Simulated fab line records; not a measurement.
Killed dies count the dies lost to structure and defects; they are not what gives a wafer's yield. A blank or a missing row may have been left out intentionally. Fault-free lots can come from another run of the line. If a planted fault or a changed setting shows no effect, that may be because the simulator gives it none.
fab line records | flow sky130 | part 1 of 2: steps 1 to 30 of 40
[record] lots = 5 | wafers = 15 | last_day = 50
route steps=708 shown RES_XHIGH@341 SD_N@342 SD_P@359 SALICIDE@361 LI_CONTACT@362
lots that met no fault: from a run of the same line without faults
start_h: start of the lot's first displayed wafer, in hours after the record's first day | wait_h: how many hours have passed since the lot's step before this one | " the same as in the row above | L1.1+2: a single row standing in for several wafers | - value missing, or start not given | * or withheld: withheld | < > ~ a bound
route shown NAME@n: NAME is a module with steps in the file, n the number in the route of the first one | usual: mean and standard deviation over wafers with no fault | same: alike in all rows | chamber/n: place in a boat | sites: per-site readings | _std_site: standard deviation across them | _edge_site: the outer-site mean with the inner-site mean subtracted | radius_mm: how far each site lies from the wafer's centre | mask NAME#n: copy n | behind: the last tool/chamber to shape the wafer | hold: the reason the lot was held/the length of the hold in hours/how it ended | device: transistor that didn't switch, given as n, p or np | end of line: tests of these same wafers at the route's end | for a step that has no rows: nothing shown but its recipe | killed: at the first sort, the dies lost to defects and structure; wafer yield is something else | map: dies across one wafer; x = killed, . = not, _ = none there
set.NAME: the run value of the setting; set.NAME@STEP: its run value at that earlier step | model.NAME: the simulator's own value behind a step, which no gauge read
lots seen at some steps along the route; tables by step, rows by wafer
services: when a tool's chamber went out of use (start_h, in hours from the record's first day, below 0 if earlier), for how many hours, and the reason
[[steps]]
[step SKY_RES_XHIGH_TW_MEAS_09]
[usual] RES_XHIGH_TW = 1636/14
lot.wafer | tool          | chamber | start_h | wait_h | RES_XHIGH_TW
L077.1    | film_metro-03 | -       | 642.99  | 0.1    | 1639
L077.4    | "             | -       | "       | "      | 1648
L077.6    | "             | -       | "       | "      | 1644
L086.1    | film_metro-02 | -       | 717.94  | 0.1    | 1612
L086.2    | "             | -       | "       | "      | 1611
L086.3    | "             | -       | "       | "      | 1613
L090.1    | film_metro-03 | -       | 769.85  | 0.1    | 1628
L090.5    | "             | -       | "       | "      | 1627
L090.6    | "             | -       | "       | "      | 1631
L096.3    | film_metro-01 | -       | 795.71  | 0.1    | 1659
L096.4    | "             | -       | "       | "      | 1650
L096.6    | "             | -       | "       | "      | 1655
L097.3    | film_metro-03 | -       | 800.77  | 0.1    | 1637
L097.5    | "             | -       | "       | "      | 1637
L097.6    | "             | -       | "       | "      | 1636
[step SKY_SD_N_DEHYDRATE_00]
[recipe] temp_c = 200 | time_s = 60
[usual] plate_temp_C = 199.99/0.18
lot.wafer | tool           | chamber | start_h | wait_h | plate_temp_C
L077.1    | litho_track-01 | 0       | 656.53  | 13.5   | 200.19
L077.4    | "              | 0       | "       | "      | 199.87
L077.6    | "              | 0       | "       | "      | 200.10
L086.1    | litho_track-03 | 0       | 732.42  | 14.5   | 200.18
L086.2    | "              | 0       | "       | "      | 200.24
L086.3    | "              | 0       | "       | "      | 200.18
L090.1    | litho_track-02 | 0       | 783.79  | 13.9   | 199.76
L090.5    | "              | 0       | "       | "      | 200.09
L090.6    | "              | 0       | "       | "      | 199.93
L096.3    | litho_track-03 | 0       | 807.72  | 12.0   | 200.37
L096.4    | "              | 0       | "       | "      | 200.19
L096.6    | "              | 0       | "       | "      | 200.34
L097.3    | litho_track-03 | 0       | 814.37  | 13.6   | 199.94
L097.5    | "              | 0       | "       | "      | 200.16
L097.6    | "              | 0       | "       | "      | 200.30
[step SKY_SD_N_HMDS_01]
[recipe] prime_time_s = 60 | prime_temp_c = 120
lot.wafer  | tool           | chamber | start_h | wait_h
L077.1+4+6 | litho_track-01 | 0       | 656.68  | 0.1
L086.1+2+3 | litho_track-03 | 0       | 732.57  | 0.1
L090.1+5+6 | litho_track-02 | 0       | 783.94  | 0.1
L096.3+4+6 | litho_track-03 | 0       | 807.87  | 0.1
L097.3+5+6 | litho_track-03 | 0       | 814.52  | 0.1
[step SKY_SD_N_COAT_02]
[recipe] resist = NOVOLAK | spin_rpm = 3000 | resist_thk_nm = 1140
lot.wafer  | tool           | chamber | start_h | wait_h
L077.1+4+6 | litho_track-01 | 0       | 656.83  | 0.1
L086.1+2+3 | litho_track-03 | 0       | 732.72  | 0.1
L090.1+5+6 | litho_track-02 | 0       | 784.09  | 0.1
L096.3+4+6 | litho_track-03 | 0       | 808.02  | 0.1
L097.3+5+6 | litho_track-03 | 0       | 814.67  | 0.1
[step SKY_SD_N_SOFTBAKE_03]
[recipe] temp_c = 90 | time_s = 60 | resist = NOVOLAK
[usual] plate_temp_C = 89.99/0.13
lot.wafer | tool           | chamber | start_h | wait_h | plate_temp_C
L077.1    | litho_track-01 | 0       | 656.98  | 0.1    | 90.05
L077.4    | "              | 0       | "       | "      | 89.93
L077.6    | "              | 0       | "       | "      | 90.01
L086.1    | litho_track-03 | 0       | 732.87  | 0.1    | 90.04
L086.2    | "              | 0       | "       | "      | 90.08
L086.3    | "              | 0       | "       | "      | 90.15
L090.1    | litho_track-02 | 0       | 784.24  | 0.1    | 90.12
L090.5    | "              | 0       | "       | "      | 90.06
L090.6    | "              | 0       | "       | "      | 90.09
L096.3    | litho_track-03 | 0       | 808.17  | 0.1    | 90.22
L096.4    | "              | 0       | "       | "      | 90.20
L096.6    | "              | 0       | "       | "      | 90.10
L097.3    | litho_track-03 | 0       | 814.82  | 0.1    | 90.00
L097.5    | "              | 0       | "       | "      | 90.14
L097.6    | "              | 0       | "       | "      | 90.10
[step SKY_SD_N_EXPOSE_04]
[recipe] mask_id = NSDM | na = 0.6 | source_shape = conventional | sigma_outer = 0.6 | polarization = unpolarized | target_cd_nm = 380 | dose_mj = 141
lot.wafer  | tool             | chamber | start_h | wait_h | mask
L077.1+4+6 | iline_stepper-02 | 0       | -       | -      | NSDM#0
L086.1+2+3 | iline_stepper-01 | 0       | -       | -      | NSDM#0
L090.1+5+6 | iline_stepper-01 | 0       | -       | -      | NSDM#0
L096.3+4+6 | iline_stepper-02 | 0       | -       | -      | NSDM#0
L097.3+5+6 | iline_stepper-02 | 0       | -       | -      | NSDM#0
[step SKY_SD_N_PEB_05]
[recipe] temp_c = withheld | time_s = * | resist = NOVOLAK
lot.wafer  | tool           | chamber | start_h | wait_h
L077.1+4+6 | litho_track-01 | 0       | -       | -
L086.1+2+3 | litho_track-02 | 0       | -       | -
L090.1+5+6 | litho_track-03 | 0       | -       | -
L096.3+4+6 | litho_track-03 | 0       | -       | -
L097.3+5+6 | litho_track-01 | 0       | -       | -
[step SKY_SD_N_DEVELOP_06]
[recipe] resist = NOVOLAK | developer = TMAH | develop_time_s = 60 | dev_temp_c = 23
lot.wafer  | tool           | chamber | start_h | wait_h
L077.1+4+6 | litho_track-01 | 0       | 671.43  | 0.1
L086.1+2+3 | litho_track-02 | 0       | 745.89  | 0.1
L090.1+5+6 | litho_track-03 | 0       | 796.97  | 0.1
L096.3+4+6 | litho_track-03 | 0       | 821.87  | 0.1
L097.3+5+6 | litho_track-01 | 0       | 827.24  | 0.1
[step SKY_SD_N_CD_MEAS_07]
[recipe] target_cd_nm = 380
[usual] cd_nm = 379.9/2.4
lot.wafer | tool      | chamber | start_h | wait_h | cd_nm
L077.1    | cd_sem-02 | -       | 671.58  | 0.1    | 375.7
L077.4    | "         | -       | "       | "      | 378.3
L077.6    | "         | -       | "       | "      | 375.0
L086.1    | cd_sem-02 | -       | 746.04  | 0.1    | 380.6
L086.2    | "         | -       | "       | "      | 380.9
L086.3    | "         | -       | "       | "      | 380.7
L090.1    | cd_sem-02 | -       | 797.15  | 0.2    | 380.9
L090.5    | "         | -       | "       | "      | 379.7
L090.6    | "         | -       | "       | "      | 379.3
L096.3    | cd_sem-02 | -       | 822.06  | 0.2    | 377.0
L096.4    | "         | -       | "       | "      | 378.2
L096.6    | "         | -       | "       | "      | 376.7
L097.3    | cd_sem-02 | -       | 827.38  | 0.1    | 381.1
L097.5    | "         | -       | "       | "      | 383.2
L097.6    | "         | -       | "       | "      | 381.5
[step SKY_SD_N_OVL_MEAS_08]
[usual] SD_N_OVL = -1.0/1.2
lot.wafer | tool       | chamber | start_h | wait_h | SD_N_OVL[nm]
L077.1    | overlay-01 | -       | 671.70  | 0.1    | -0.7
L077.4    | "          | -       | "       | "      | -0.5
L077.6    | "          | -       | "       | "      | -2.0
L086.1    | overlay-01 | -       | 746.16  | 0.1    | -1.7
L086.2    | "          | -       | "       | "      | -0.4
L086.3    | "          | -       | "       | "      | -1.0
L090.1    | overlay-01 | -       | 797.27  | 0.1    | -2.1
L090.5    | "          | -       | "       | "      | -1.3
L090.6    | "          | -       | "       | "      | -1.8
L096.3    | overlay-01 | -       | 822.15  | 0.1    | 0.8
L096.4    | "          | -       | "       | "      | 1.1
L096.6    | "          | -       | "       | "      | 0.2
L097.3    | overlay-01 | -       | 827.47  | 0.1    | -0.9
L097.5    | "          | -       | "       | "      | -0.7
L097.6    | "          | -       | "       | "      | -1.4
[step SKY_SD_N_IMPLANT_09]
[recipe] species = As | energy_kev = 50 | dose_cm2 = 4e+15 | tilt_deg = 0
[usual] beam_on_s = 17.8/1.1 | end_station_pressure_torr = 1.35e-05/9.6e-07
lot.wafer | tool         | chamber | start_h | wait_h | beam_on_s | end_station_pressure_torr
L077.1    | implanter-04 | 0       | 671.74  | 0.0    | 19.1      | 1.23e-05
L077.4    | "            | 0       | "       | "      | 19.8      | 1.4e-05
L077.6    | "            | 0       | "       | "      | 19.5      | 1.11e-05
L086.1    | implanter-02 | 0       | 746.20  | 0.0    | 17.4      | 1.44e-05
L086.2    | "            | 0       | "       | "      | 17.2      | 1.33e-05
L086.3    | "            | 0       | "       | "      | 17.4      | 1.39e-05
L090.1    | implanter-01 | 0       | 797.30  | 0.0    | 16.9      | 1.34e-05
L090.5    | "            | 0       | "       | "      | 16.8      | 1.36e-05
L090.6    | "            | 0       | "       | "      | 17.8      | 1.54e-05
L096.3    | implanter-01 | 0       | 822.23  | 0.1    | 17.5      | 1.39e-05
L096.4    | "            | 0       | "       | "      | 17.2      | 1.41e-05
L096.6    | "            | 0       | "       | "      | 17.0      | 1.36e-05
L097.3    | implanter-04 | 0       | 827.54  | 0.1    | 19.7      | 1.27e-05
L097.5    | "            | 0       | "       | "      | 19.2      | 1.26e-05
L097.6    | "            | 0       | "       | "      | 19.3      | 1.23e-05
[step SKY_SD_N_IMPLANT_10]
[recipe] species = P | energy_kev = 20 | dose_cm2 = 1e+14 | tilt_deg = 0
[usual] beam_on_s = 10.5/0.64 | end_station_pressure_torr = 5.4e-06/3e-07
lot.wafer | tool         | chamber | start_h | wait_h | beam_on_s | end_station_pressure_torr
L077.1    | implanter-04 | 0       | 671.89  | 0.1    | 11.4      | 5.7e-06
L077.4    | "            | 0       | "       | "      | 11.6      | 5.2e-06
L077.6    | "            | 0       | "       | "      | 11.1      | 4.9e-06
L086.1    | implanter-02 | 0       | 746.35  | 0.1    | 10.2      | 5.7e-06
L086.2    | "            | 0       | "       | "      | 9.9       | 5.9e-06
L086.3    | "            | 0       | "       | "      | 10.0      | 5.3e-06
L090.1    | implanter-01 | 0       | 797.45  | 0.1    | 10.0      | 4.9e-06
L090.5    | "            | 0       | "       | "      | 10.1      | 5.1e-06
L090.6    | "            | 0       | "       | "      | 9.8       | 5.5e-06
L096.3    | implanter-01 | 0       | 822.38  | 0.1    | 10.4      | 5.4e-06
L096.4    | "            | 0       | "       | "      | 10.0      | 5.4e-06
L096.6    | "            | 0       | "       | "      | 9.8       | 6e-06
L097.3    | implanter-04 | 0       | 827.69  | 0.1    | 11.2      | 5.5e-06
L097.5    | "            | 0       | "       | "      | 11.3      | 5.3e-06
L097.6    | "            | 0       | "       | "      | 11.6      | 5.1e-06
[step SKY_SD_N_STRIP_11]
[recipe] chemistry = O2/N2 | power_w = 1400 | pressure_mtorr = 1500 | platen_temp_c = withheld | o2_flow_sccm = 3000 | n2_flow_sccm = 300 | overash_fraction = 0.5
[usual] drypump_motor_current_A = 5.5/0.52 | oes_product_au = 0.527/0.0045 | strip_time_to_endpoint_s = 22.55/0.039
lot.wafer | tool            | chamber | start_h | wait_h | drypump_motor_current_A | oes_product_au | rf_hours_counter_h | strip_time_to_endpoint_s
L077.1    | plasma_asher-01 | 1       | 672.04  | 0.1    | 5.7                     | 0.523          | 51                 | 22.56
L077.4    | "               | 1       | "       | "      | 5.6                     | 0.533          | -                  | 22.54
L077.6    | "               | 0       | "       | "      | 5.8                     | 0.528          | -                  | 22.58
L086.1    | plasma_asher-02 | 1       | 746.50  | 0.1    | 5.0                     | 0.523          | 0                  | 22.66
L086.2    | "               | 0       | "       | "      | 5.2                     | 0.531          | 0                  | 22.59
L086.3    | "               | 0       | "       | "      | 5.2                     | 0.535          | -                  | 22.62
L090.1    | plasma_asher-01 | 1       | 797.60  | 0.1    | 5.6                     | 0.537          | 64                 | 22.53
L090.5    | "               | 0       | "       | "      | 5.8                     | 0.519          | -                  | 22.54
L090.6    | "               | 1       | "       | "      | 5.6                     | 0.534          | -                  | 22.53
L096.3    | plasma_asher-01 | 0       | 822.51  | 0.1    | 5.8                     | 0.529          | -                  | 22.53
L096.4    | "               | 1       | "       | "      | 5.6                     | 0.531          | -                  | 22.51
L096.6    | "               | 1       | "       | "      | 5.6                     | 0.534          | -                  | 22.53
L097.3    | plasma_asher-04 | 0       | 827.82  | 0.1    | 6.4                     | 0.531          | -                  | 22.59
L097.5    | "               | 1       | "       | "      | 4.8                     | 0.526          | -                  | 22.55
L097.6    | "               | 0       | "       | "      | 6.4                     | 0.523          | -                  | 22.51
[step SKY_SD_N_TW_MEAS_12]
[usual] SD_N_TW = 3971/37
lot.wafer | tool          | chamber | start_h | wait_h | SD_N_TW
L077.1    | film_metro-03 | -       | 672.14  | 0.1    | 3953
L077.4    | "             | -       | "       | "      | 3942
L077.6    | "             | -       | "       | "      | 3956
L086.1    | film_metro-03 | -       | 746.60  | 0.1    | 3963
L086.2    | "             | -       | "       | "      | 3977
L086.3    | "             | -       | "       | "      | 3953
L090.1    | film_metro-01 | -       | 797.70  | 0.1    | 4027
L090.5    | "             | -       | "       | "      | 4019
L090.6    | "             | -       | "       | "      | 4031
L096.3    | film_metro-03 | -       | 822.60  | 0.1    | 3963
L096.4    | "             | -       | "       | "      | 3988
L096.6    | "             | -       | "       | "      | 3971
L097.3    | film_metro-01 | -       | 827.91  | 0.1    | 3969
L097.5    | "             | -       | "       | "      | 3985
L097.6    | "             | -       | "       | "      | 3970
[step SKY_SD_N_CLEAN_13]
[recipe] chemistry = SC1/SC2 | mix = 1:4:20 | temp_c = 70 | time_s = 150 | dry = n2_spin
lot.wafer  | tool         | chamber | start_h | wait_h
L077.1+4+6 | wet_bench-03 | 3       | 672.20  | 0.1
L086.1+2+3 | wet_bench-03 | 1       | 746.66  | 0.1
L090.1+5+6 | wet_bench-01 | 1       | 797.76  | 0.1
L096.3+4+6 | wet_bench-01 | 0       | 822.64  | 0.0
L097.3+5+6 | wet_bench-03 | 3       | 827.95  | 0.0
[step SKY_SD_N_RTA_14]
[recipe] temp_c = 1075 | time_s = 2 | idle_temp_c = 650 | ramp_up_c_per_s = 150 | ramp_down_c_per_s = 90 | ambient = N2
[usual] lamp_power_pct = 15.74/0.054 | ramp_up_c_per_s = 150.00/0.026 | wafer_temp_C_max = 1078.1/1.4
lot.wafer | tool          | chamber | start_h | wait_h | lamp_power_pct | ramp_up_c_per_s | wafer_temp_C_max
L077.1    | rtp_anneal-01 | 0       | 672.25  | 0.0    | 15.76          | 149.98          | 1077.4
L077.4    | "             | 0       | "       | "      | 15.73          | 150.01          | 1077.5
L077.6    | "             | 0       | "       | "      | 15.68          | 150.05          | 1079.9
L086.1    | rtp_anneal-02 | 0       | 746.71  | 0.0    | 15.74          | 149.98          | 1076.2
L086.2    | "             | 0       | "       | "      | 15.70          | 150.03          | 1076.7
L086.3    | "             | 0       | "       | "      | 15.72          | 150.01          | 1077.1
L090.1    | rtp_anneal-01 | 0       | 797.81  | 0.0    | 15.71          | 150.03          | 1078.9
L090.5    | "             | 0       | "       | "      | 15.65          | 150.02          | 1076.9
L090.6    | "             | 0       | "       | "      | 15.80          | 149.99          | 1076.8
L096.3    | rtp_anneal-02 | 0       | 822.70  | 0.0    | 15.70          | 149.97          | 1077.3
L096.4    | "             | 0       | "       | "      | 15.67          | 149.98          | 1077.9
L096.6    | "             | 0       | "       | "      | 15.70          | 149.98          | 1079.6
L097.3    | rtp_anneal-02 | 0       | 828.02  | 0.0    | 15.79          | 150.02          | 1079.5
L097.5    | "             | 0       | "       | "      | 15.75          | 150.01          | 1080.0
L097.6    | "             | 0       | "       | "      | 15.68          | 150.02          | 1079.3
[step SKY_SD_N_RS_MEAS_16]
[recipe] thk_meas_gauge = four-point-probe
[usual] SD_N_RS = 68.57/0.12
lot.wafer | tool          | chamber | start_h | wait_h | SD_N_RS[ohm/sq]
L077.1    | film_metro-03 | -       | 672.42  | 0.1    | 68.76
L077.4    | "             | -       | "       | "      | 68.61
L077.6    | "             | -       | "       | "      | 68.79
L086.1    | film_metro-01 | -       | 746.88  | 0.1    | 68.60
L086.2    | "             | -       | "       | "      | 68.51
L086.3    | "             | -       | "       | "      | 68.41
L090.1    | film_metro-01 | -       | 797.98  | 0.1    | 68.45
L090.5    | "             | -       | "       | "      | 68.46
L090.6    | "             | -       | "       | "      | 68.58
L096.3    | film_metro-02 | -       | 822.93  | 0.1    | 68.42
L096.4    | "             | -       | "       | "      | 68.46
L096.6    | "             | -       | "       | "      | 68.46
L097.3    | film_metro-02 | -       | 828.21  | 0.1    | 68.57
L097.5    | "             | -       | "       | "      | 68.52
L097.6    | "             | -       | "       | "      | 68.57
[step SKY_SD_N_RS_MEAS_17]
[recipe] thk_meas_gauge = four-point-probe
[usual] SD_P_RS = 147.1/0.37
lot.wafer | tool          | chamber | start_h | wait_h | SD_P_RS[ohm/sq]
L077.1    | film_metro-03 | -       | 672.54  | 0.1    | 147.6
L077.4    | "             | -       | "       | "      | 147.2
L077.6    | "             | -       | "       | "      | 147.2
L086.1    | film_metro-01 | -       | 747.00  | 0.1    | 146.9
L086.2    | "             | -       | "       | "      | 147.1
L086.3    | "             | -       | "       | "      | 147.0
L090.1    | film_metro-01 | -       | 798.10  | 0.1    | 146.5
L090.5    | "             | -       | "       | "      | 146.5
L090.6    | "             | -       | "       | "      | 147.0
L096.3    | film_metro-02 | -       | 823.05  | 0.1    | 146.3
L096.4    | "             | -       | "       | "      | 146.5
L096.6    | "             | -       | "       | "      | 146.8
L097.3    | film_metro-02 | -       | 828.33  | 0.1    | 147.2
L097.5    | "             | -       | "       | "      | 147.3
L097.6    | "             | -       | "       | "      | 147.0
[step SKY_SD_N_RS_MEAS_18]
[recipe] thk_meas_gauge = four-point-probe
[usual] RES_XHIGH_RS = 333.2/1.2
lot.wafer | tool          | chamber | start_h | wait_h | RES_XHIGH_RS[ohm/sq]
L077.1    | film_metro-03 | -       | 672.66  | 0.1    | 333.6
L077.4    | "             | -       | "       | "      | 332.8
L077.6    | "             | -       | "       | "      | 333.0
L086.1    | film_metro-01 | -       | 747.12  | 0.1    | 335.5
L086.2    | "             | -       | "       | "      | 333.9
L086.3    | "             | -       | "       | "      | 334.8
L090.1    | film_metro-01 | -       | 798.22  | 0.1    | 333.5
L090.5    | "             | -       | "       | "      | 331.7
L090.6    | "             | -       | "       | "      | 334.0
L096.3    | film_metro-02 | -       | 823.17  | 0.1    | 333.6
L096.4    | "             | -       | "       | "      | 331.4
L096.6    | "             | -       | "       | "      | 332.5
L097.3    | film_metro-02 | -       | 828.45  | 0.1    | 332.7
L097.5    | "             | -       | "       | "      | 332.5
L097.6    | "             | -       | "       | "      | 333.4
[step SKY_SALICIDE_CLEAN_00]
[recipe] chemistry = HF-last | time_s = 30 | dilution = 100:1 | dry = ipa_marangoni
lot.wafer  | tool         | chamber | start_h | wait_h
L077.1+4+6 | wet_bench-03 | 1       | 672.78  | 0.1
L086.1+2+3 | wet_bench-03 | 3       | 747.24  | 0.1
L090.1+5+6 | wet_bench-03 | 1       | 798.34  | 0.1
L096.3+4+6 | wet_bench-04 | 0       | 823.25  | 0.1
L097.3+5+6 | wet_bench-04 | 0       | 828.53  | 0.1
[step SKY_LI_CONTACT_HDPCVD_00]
[recipe] material = PSG | target_thk_nm = 930 | sigma_open_frac = 0.3 | time_s = 155 | temp_c = 600 | sih4_flow_sccm = 60 | pressure_mtorr = 6
[usual] pressure_mtorr = 5.999/0.012
lot.wafer | tool      | chamber | start_h | wait_h | pressure_mtorr
L077.1    | hdpcvd-02 | 2       | 672.80  | 0.0    | 5.999
L077.4    | "         | 2       | "       | "      | 6.009
L077.6    | "         | 1       | "       | "      | 5.995
L086.1    | hdpcvd-02 | 2       | 747.26  | 0.0    | 5.994
L086.2    | "         | 1       | "       | "      | 5.994
L086.3    | "         | 0       | "       | "      | 5.995
L090.1    | hdpcvd-01 | 1       | 798.36  | 0.0    | 5.984
L090.5    | "         | 2       | "       | "      | 6.000
L090.6    | "         | 0       | "       | "      | 5.999
L096.3    | hdpcvd-02 | 0       | 823.26  | 0.0    | 6.006
L096.4    | "         | 1       | "       | "      | 5.992
L096.6    | "         | 0       | "       | "      | 6.009
L097.3    | hdpcvd-01 | 2       | 828.55  | 0.0    | 5.987
L097.5    | "         | 1       | "       | "      | 5.989
L097.6    | "         | 0       | "       | "      | 5.994
[step SKY_LI_CONTACT_THK_MEAS_01]
[recipe] reads = PSG_of_LI_CONTACT_HDPCVD_00
[usual] LI_CONTACT_HDPCVD_THK = 936/9.2
lot.wafer | tool          | chamber | start_h | wait_h | LI_CONTACT_HDPCVD_THK[nm]
L077.1    | film_metro-01 | -       | 672.90  | 0.1    | 930
L077.4    | "             | -       | "       | "      | 934
L077.6    | "             | -       | "       | "      | 942
L086.1    | film_metro-03 | -       | 747.36  | 0.1    | 933
L086.2    | "             | -       | "       | "      | 934
L086.3    | "             | -       | "       | "      | 934
L090.1    | film_metro-02 | -       | 798.46  | 0.1    | 938
L090.5    | "             | -       | "       | "      | 936
L090.6    | "             | -       | "       | "      | 933
L096.3    | film_metro-03 | -       | 823.39  | 0.1    | 925
L096.4    | "             | -       | "       | "      | 939
L096.6    | "             | -       | "       | "      | 932
L097.3    | film_metro-03 | -       | 828.67  | 0.1    | 932
L097.5    | "             | -       | "       | "      | 931
L097.6    | "             | -       | "       | "      | 937
[step SKY_LI_CONTACT_CMP_02]
[recipe] material = PSG | down_force_psi = 4 | platen_rpm = 60 | pad_velocity_m_s = 0.94248
[usual] motor_current_A = 12.3/0.62 | platen_rpm = 60.00/0.037 | time_to_endpoint_s = 34/3.1
lot.wafer | tool   | chamber | start_h | wait_h | motor_current_A | platen_rpm | time_to_endpoint_s
L077.1    | cmp-01 | 3       | 673.06  | 0.1    | 12.9            | 60.04      | 32
L077.4    | "      | 0       | "       | "      | 11.7            | 60.00      | 34
L077.6    | "      | 2       | "       | "      | 12.4            | 60.02      | 37
L086.1    | cmp-02 | 3       | 747.62  | 0.3    | 13.0            | 60.05      | 31
L086.2    | "      | 0       | "       | "      | 12.6            | 60.00      | 31
L086.3    | "      | 2       | "       | "      | 12.6            | 60.05      | 31
L090.1    | cmp-02 | 2       | 798.52  | 0.1    | 12.1            | 59.99      | 32
L090.6    | "      | 2       | "       | "      | 12.4            | 59.98      | 31
L090.5    | "      | 3       | "       | "      | 12.6            | 60.05      | 31
L096.3    | cmp-02 | 2       | 823.53  | 0.1    | 12.7            | 60.00      | 30
L096.4    | "      | 3       | "       | "      | 12.7            | 60.04      | 34
L096.6    | "      | 1       | "       | "      | 11.9            | 60.00      | 34
L097.3    | cmp-01 | 0       | 828.92  | 0.2    | 11.1            | 60.07      | 37
L097.6    | "      | 3       | "       | "      | 12.5            | 59.99      | 34
L097.5    | "      | 0       | "       | "      | 11.2            | 60.03      | 38
[step SKY_LI_CONTACT_BOW_MEAS_03]
[recipe] mode = bow
[usual] LI_CONTACT_BOW = 56/7.2
lot.wafer | tool          | chamber | start_h | wait_h | LI_CONTACT_BOW[um]
L077.1    | film_metro-01 | -       | 673.26  | 0.1    | 62
L077.4    | "             | -       | "       | "      | 68
L077.6    | "             | -       | "       | "      | 54
L086.1    | film_metro-01 | -       | 747.92  | 0.2    | 64
L086.2    | "             | -       | "       | "      | 60
L086.3    | "             | -       | "       | "      | 54
L090.1    | film_metro-03 | -       | 798.82  | 0.2    | 53
L090.5    | "             | -       | "       | "      | 63
L090.6    | "             | -       | "       | "      | 57
L096.3    | film_metro-03 | -       | 823.77  | 0.2    | 50
L096.4    | "             | -       | "       | "      | 69
L096.6    | "             | -       | "       | "      | 55
L097.3    | film_metro-03 | -       | 829.21  | 0.2    | 54
L097.5    | "             | -       | "       | "      | 47
L097.6    | "             | -       | "       | "      | 64
[step SKY_LI_CONTACT_DEHYDRATE_04]
[recipe] temp_c = 200 | time_s = 60
[usual] plate_temp_C = 200.01/0.17
lot.wafer | tool           | chamber | start_h | wait_h | plate_temp_C
L077.1    | litho_track-01 | 0       | 686.18  | 12.9   | 199.87
L077.4    | "              | 0       | "       | "      | 200.16
L077.6    | "              | 0       | "       | "      | 199.81
L086.1    | litho_track-01 | 0       | 762.03  | 14.1   | 199.99
L086.2    | "              | 0       | "       | "      | 199.76
L086.3    | "              | 0       | "       | "      | 200.07
L090.1    | litho_track-04 | 0       | 811.30  | 12.5   | 200.27
L090.5    | "              | 0       | "       | "      | 200.12
L090.6    | "              | 0       | "       | "      | 200.11
L096.3    | litho_track-04 | 0       | 835.95  | 12.2   | 199.91
L096.4    | "              | 0       | "       | "      | 200.13
L096.6    | "              | 0       | "       | "      | 200.05
L097.3    | litho_track-04 | 0       | 842.65  | 13.4   | 200.28
L097.5    | "              | 0       | "       | "      | 200.06
L097.6    | "              | 0       | "       | "      | 200.33
[step SKY_LI_CONTACT_HMDS_05]
[recipe] prime_time_s = 60 | prime_temp_c = 120
lot.wafer  | tool           | chamber | start_h | wait_h
L077.1+4+6 | litho_track-01 | 0       | 686.33  | 0.1
L086.1+2+3 | litho_track-01 | 0       | 762.18  | 0.1
L090.1+5+6 | litho_track-04 | 0       | 811.45  | 0.1
L096.3+4+6 | litho_track-04 | 0       | 836.10  | 0.1
L097.3+5+6 | litho_track-04 | 0       | 842.80  | 0.1
[step SKY_LI_CONTACT_COAT_06]
[recipe] resist = BARC | temp_c = withheld | time_s = withheld | spin_rpm = 3000 | resist_thk_nm = 60
lot.wafer  | tool           | chamber | start_h | wait_h
L077.1+4+6 | litho_track-01 | 0       | 686.48  | 0.1
L086.1+2+3 | litho_track-01 | 0       | 762.33  | 0.1
L090.1+5+6 | litho_track-04 | 0       | 811.60  | 0.1
L096.3+4+6 | litho_track-04 | 0       | 836.25  | 0.1
L097.3+5+6 | litho_track-04 | 0       | 842.95  | 0.1
[step SKY_LI_CONTACT_COAT_07]
[recipe] resist = KrF-thick | spin_rpm = 3000 | resist_thk_nm = 450
lot.wafer  | tool           | chamber | start_h | wait_h
L077.1+4+6 | litho_track-01 | 0       | -       | -
L086.1+2+3 | litho_track-01 | 0       | -       | -
L090.1+5+6 | litho_track-04 | 0       | -       | -
L096.3+4+6 | litho_track-04 | 0       | -       | -
L097.3+5+6 | litho_track-04 | 0       | -       | -
[step SKY_LI_CONTACT_SOFTBAKE_08]
[recipe] temp_c = 100 | time_s = 90 | resist = KrF-thick
[usual] plate_temp_C = 100.00/0.14
lot.wafer | tool           | chamber | start_h | wait_h | plate_temp_C
L077.1    | litho_track-01 | 0       | -       | -      | 99.98
L077.4    | "              | 0       | "       | "      | 99.97
L077.6    | "              | 0       | "       | "      | 100.09
L086.1    | litho_track-01 | 0       | -       | -      | 100.16
L086.2    | "              | 0       | "       | "      | 99.98
L086.3    | "              | 0       | "       | "      | 100.00
L090.1    | litho_track-04 | 0       | -       | -      | 99.76
L090.5    | "              | 0       | "       | "      | 99.97
L090.6    | "              | 0       | "       | "      | 99.85
L096.3    | litho_track-04 | 0       | -       | -      | 100.05
L096.4    | "              | 0       | "       | "      | 99.87
L096.6    | "              | 0       | "       | "      | 100.10
L097.3    | litho_track-04 | 0       | -       | -      | 100.10
L097.5    | "              | 0       | "       | "      | 100.14
L097.6    | "              | 0       | "       | "      | 100.11
[step SKY_LI_CONTACT_EXPOSE_09]
[recipe] mask_id = LICM1 | na = 0.8 | source_shape = annular | sigma_inner = 0.55 | sigma_outer = 0.85 | target_cd_nm = 170 | dose_mj = 38
lot.wafer  | tool           | chamber | start_h | wait_h | mask
L077.1+4+6 | krf_scanner-02 | 0       | -       | -      | LICM1#0
L086.1+2+3 | krf_scanner-02 | 0       | -       | -      | LICM1#0
L090.1+5+6 | krf_scanner-01 | 0       | -       | -      | LICM1#0
L096.3+4+6 | krf_scanner-01 | 0       | -       | -      | LICM1#0
L097.3+5+6 | krf_scanner-01 | 0       | -       | -      | LICM1#0
